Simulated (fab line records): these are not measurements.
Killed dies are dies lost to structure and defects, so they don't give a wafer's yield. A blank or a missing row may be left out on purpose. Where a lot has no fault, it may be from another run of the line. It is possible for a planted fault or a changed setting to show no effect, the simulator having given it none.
Which tool is to blame? | flow sky130 | 7 lots (21 wafers sampled), 1 step of a 708-step route

== WHAT THE GAUGES SHOWED, per wafer ==
SKY_METAL3_CD_MEAS_13: the cd target is 300 nm.
lot  | measured     | on        | cd nm (nm)
L386 | day 39 06:45 | cd sem-01 | 300.7 301.4 301.1
L389 | day 39 20:53 | cd sem-02 | 301.0 300.3 299.8
L394 | day 41 03:23 | cd sem-02 | 300.0 300.2 300.5
L396 | day 41 15:16 | cd sem-01 | 300.1 300.1 299.7
L399 | day 42 11:55 | cd sem-02 | 300.4 298.1 298.8
L406 | day 44 05:14 | cd sem-01 | 304.7 303.8 304.1
L408 | day 45 03:22 | cd sem-02 | 303.5 302.6 302.4

== WHAT TOOL EACH LOT RAN ON (gives the tool, then ch and the chambers of the sampled wafers, and finally the start) ==
No process step before these readings appears in the record.

== THE ANSWER, worked out from the rows above alone ==
Rule: the lots themselves supply what counts as usual. Put in order of their means at a reading, lots are off if they are a third of the lots or fewer, leave a main group of 4 or more, and stand apart from it by a gap of 3 or more times the standard deviation of the main group's means; of several such gaps the widest counts. Not used: any main group whose means are identical at the precision the tables above print for the reading. A lot without any number at a reading at which 4 lots or more have one is off too. Where the step has rows for the other lots, those lots are counted as sound.
None of the lots is off at any reading shown; this tells nothing.

== WHAT HAD BEEN PUT IN BY THE SIMULATOR ==
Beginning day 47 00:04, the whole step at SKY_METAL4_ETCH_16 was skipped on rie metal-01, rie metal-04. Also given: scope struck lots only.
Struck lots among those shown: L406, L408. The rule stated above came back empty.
